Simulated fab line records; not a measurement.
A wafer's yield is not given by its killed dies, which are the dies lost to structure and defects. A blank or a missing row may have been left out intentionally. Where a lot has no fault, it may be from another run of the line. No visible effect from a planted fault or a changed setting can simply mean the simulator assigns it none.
A single fault, viewed from 2 desks ; flow gf180mcu ; each desk holds nothing but its own numbers, with what lay behind them at the end

TOOL OWNER'S DESK, litho_track-04
The tool's own readings at GF_HV_LDD_DEVELOP_06 (develop time 60 s): means of the sampled wafers that have a number, for each lot that ran on this tool. Marked OUT: a lot whose mean sits more than 4 standard deviations from the usual mean, which makes it out of limits; the brackets give that distance.
Columns: A = developer_temp_C at GF_HV_LDD_DEVELOP_06, usual 23.02 C; B = exhaust_pa at GF_HV_LDD_DEVELOP_06, usual 44.8 Pa
lot;first seen here;A;B
L249;day 10 19:02;22.86;44.9
L250;day 11 03:10;22.96;45.9
L253;day 12 13:05;22.97;44.3
L254;day 12 13:23;23.20;44.9
L255;day 12 14:23;22.87;45.3
L268;day 16 16:26;22.91;43.9
L269;day 16 23:41;22.98;45.6
This desk found nothing out of limits on any of the 7 lots.

THE METROLOGY DESK
Lot by lot, what the gauges showed, no matter which tool ran the lot: averages of those sampled wafers that carry a number. Marked OUT: a lot whose mean sits more than 4 standard deviations from the usual mean, which makes it out of limits; the brackets give that distance.
Columns: A = VT_IMPLANT_03_OVL at GF_VT_IMPLANT_OVL_MEAS_40, usual -0.7 nm; B = POLY_GATE_CVD_00_THK at GF_POLY_GATE_THK_MEAS_01, usual 200.2 nm; C = cd_nm at GF_HV_LDD_CD_MEAS_07, usual 400.9 nm; D = HV_LDD_OVL at GF_HV_LDD_OVL_MEAS_08, usual -0.4 nm
lot;first seen here;A;B;C;D
L247;day 7 14:07;-2.4;198.8;398.8;0.4
L249;day 8 05:51;-0.6;199.5;403.8;0.1
L250;day 8 11:22;0.6;198.1;399.3;-0.7
L254;day 9 17:53;-0.7;198.7;367.3 (-13) OUT;-2.3
L253;day 9 18:01;-0.1;200.5;369.1 (-13) OUT;-2.5
L255;day 9 20:46;-0.3;197.8;365.3 (-14) OUT;-1.0
L259;day 11 00:10;0.8;201.8;403.5;3.2
L262;day 11 23:29;-0.8;199.8;404.1;-0.8
L264;day 12 11:39;-0.7;200.6;398.3;-0.6
L265;day 12 16:52;-1.1;199.8;398.6;-0.5
L267;day 13 07:49;-1.0;202.3;398.7;1.8
L268;day 13 12:49;-0.6;201.9;401.6;0.1
L269;day 13 18:01;-0.3;200.6;403.2;-0.5
L270;day 14 02:42;-0.1;200.6;402.8;-1.4
Finding of this desk: L253, L254, L255 out of limits; the first was L253 at day 12 13:14, on cd_nm at GF_HV_LDD_CD_MEAS_07. L247, L249, L250, L259, L262, L264, L265, L267, L268, L269, L270 stayed within limits.

PUT TOGETHER
An alarm was possible from the metrology desk at day 12 13:14, on L253, L254, L255.
The tool owner's desk saw nothing out of limits.
On record at the tool owner's desk: L253, L254, L255, within its limits.
Of the lots named, all ran GF_HV_LDD_DEVELOP_06 on litho_track-04.

WHAT THE SIMULATOR HAD INSERTED
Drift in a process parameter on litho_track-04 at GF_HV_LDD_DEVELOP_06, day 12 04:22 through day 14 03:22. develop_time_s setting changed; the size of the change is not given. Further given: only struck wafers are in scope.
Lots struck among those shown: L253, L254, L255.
Hours from the fault's start to each desk's first reading out of limits: the metrology desk, 9.
